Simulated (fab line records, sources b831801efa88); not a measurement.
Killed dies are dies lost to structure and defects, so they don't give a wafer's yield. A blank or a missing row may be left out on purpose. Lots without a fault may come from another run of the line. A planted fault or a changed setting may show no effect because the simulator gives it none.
Which tool did it? | flow gf180mcu | 13 lots, 39 wafers sampled, at 3 steps of a route of 602

WHAT THE GAUGES READ, wafer by wafer
GF_HV_LDD_CD_MEAS_31: target cd 400 nm. Usual: cd_nm 400.7 nm, standard deviation 2.2.
lot  | measured     | on        | cd_nm (nm)        | flag
L242 | day 11 21:08 | cd_sem-02 | 404.6 403.9 406.9 |
L245 | day 12 15:32 | cd_sem-01 | 402.2 399.4 401.1 |
L246 | day 13 01:35 | cd_sem-01 | 398.4 398.8 398.8 |
L247 | day 13 10:29 | cd_sem-02 | 402.2 401.7 401.1 |
L248 | day 13 14:43 | cd_sem-01 | 396.9 399.7 397.7 |
L250 | day 14 03:19 | cd_sem-02 | 401.5 399.7 403.9 |
L251 | day 14 10:08 | cd_sem-01 | 403.2 402.3 403.9 |
L252 | day 14 18:12 | cd_sem-01 | 401.1 400.4 399.8 |
L253 | day 15 07:05 | cd_sem-01 | 400.5 400.7 401.2 |
L254 | day 15 09:53 | cd_sem-02 | 402.5 400.1 400.2 |
L257 | day 16 08:05 | cd_sem-02 | 403.7 404.7 403.7 |
L263 | day 18 04:29 | cd_sem-01 | 403.1 403.0 399.6 |
L264 | day 18 13:32 | cd_sem-02 | 398.5 398.5 398.6 |

GF_PSD_RS_MEAS_15: measures by four-point-probe. Usual: PSD_RS 108.50 ohm/sq, standard deviation 0.25.
lot  | measured     | on            | PSD_RS (ohm/sq)      | flag
L242 | day 14 13:18 | film_metro-04 | 108.27 108.48 108.71 |
L245 | day 15 08:40 | film_metro-03 | 108.25 108.34 108.40 |
L246 | day 15 20:56 | film_metro-03 | 108.77 108.62 108.52 |
L247 | day 16 07:53 | film_metro-02 | 108.34 108.28 108.50 |
L248 | day 16 11:19 | film_metro-03 | 108.46 108.48 108.84 |
L250 | day 17 02:01 | film_metro-03 | 109.06 108.75 109.09 |
L251 | day 17 09:01 | film_metro-02 | 108.44 108.85 108.75 |
L252 | day 17 18:07 | film_metro-02 | 108.77 108.86 108.67 |
L253 | day 18 06:49 | film_metro-02 | 109.20 108.88 108.59 |
L254 | day 18 10:29 | film_metro-02 | 108.62 108.70 108.73 |
L257 | day 19 11:44 | film_metro-04 | 108.19 108.46 108.61 |
L263 | day 21 08:47 | film_metro-02 | 108.62 108.34 108.52 |
L264 | day 21 18:41 | film_metro-03 | 108.84 108.50 108.43 |

WHICH TOOL RAN EACH LOT (tool, then ch and the chambers of the sampled wafers, then the start)
lot  | GF_NSD_STRIP_11
L242 | plasma_asher-01 ch 0,1, day 13 16:30
L245 | plasma_asher-03 ch 0,1, day 14 10:48
L246 | plasma_asher-04 ch 0,1, day 14 22:38
L247 | plasma_asher-03 ch 0,1, day 15 09:01
L248 | plasma_asher-04 ch 0,1, day 15 12:40
L250 | plasma_asher-04 ch 0,1, day 16 03:11
L251 | plasma_asher-03 ch 0,1, day 16 09:14
L252 | plasma_asher-04 ch 0,1, day 16 18:08
L253 | plasma_asher-03 ch 0,1, day 17 07:52
L254 | plasma_asher-04 ch 0,1, day 17 10:47
L257 | plasma_asher-01 ch 0,1, day 18 10:44
L263 | plasma_asher-01 ch 0,1, day 20 07:52
L264 | plasma_asher-01 ch 0,1, day 20 18:08
- GF_NSD_STRIP_11: strips in O2/N2.

WHAT THE TOOLS THEMSELVES READ (means of the sampled wafers that have a number; where no wafer has one, the mark that the record gives instead)
GF_NSD_STRIP_11. Usual: drypump_motor_current_A 5.6 A, standard deviation 0.49; heater_power_w 354 W, standard deviation 45; oes_product_au 0.487 a.u., standard deviation 0.0048; strip_time_to_endpoint_s 22.97 s, standard deviation 0.036.
lot  | tool            | drypump_motor_current_A (A) | heater_power_w (W) | oes_product_au (a.u.) | strip_time_to_endpoint_s (s) | flag
L242 | plasma_asher-01 | 5.5                         | 323                | 0.488                 | 23.00                        |
L245 | plasma_asher-03 | 5.7                         | 334                | 0.485                 | 23.00                        |
L246 | plasma_asher-04 | 5.7                         | 395                | 0.487                 | 22.99                        |
L247 | plasma_asher-03 | 5.7                         | 341                | 0.483                 | 22.94                        |
L248 | plasma_asher-04 | 5.7                         | 398                | 0.487                 | 22.91                        |
L250 | plasma_asher-04 | 5.7                         | 393                | 0.487                 | 22.97                        |
L251 | plasma_asher-03 | 5.9                         | 374                | 0.481                 | 22.92                        |
L252 | plasma_asher-04 | 5.9                         | 375                | 0.487                 | 22.96                        |
L253 | plasma_asher-03 | 5.7                         | 336                | 0.486                 | 22.92                        |
L254 | plasma_asher-04 | 5.9                         | 375                | 0.486                 | 22.94                        |
L257 | plasma_asher-01 | 5.1                         | 334                | 0.487                 | 22.98                        |
L263 | plasma_asher-01 | 5.1                         | 332                | 0.489                 | 22.93                        |
L264 | plasma_asher-01 | 5.5                         | 318                | 0.487                 | 23.00                        |

THE ANSWER, worked out from the rows above alone
Rule: a lot is off if the mean of its wafers that have a number lies more than 3 standard deviations from the usual mean. A lot without any number at a reading at which 4 lots or more have one is off too. The other lots that the step has rows for count as sound. The gauges are gone through in route order, then the tools' own readings, and for those a lot's mean is taken as printed above. The first step at which some lot is off is used, and at that step the reading that is off furthest; a lot without a number counts as furthest.
No lot is off at any reading shown: from this, nothing can be told.

WHAT THE SIMULATOR HAD PUT IN
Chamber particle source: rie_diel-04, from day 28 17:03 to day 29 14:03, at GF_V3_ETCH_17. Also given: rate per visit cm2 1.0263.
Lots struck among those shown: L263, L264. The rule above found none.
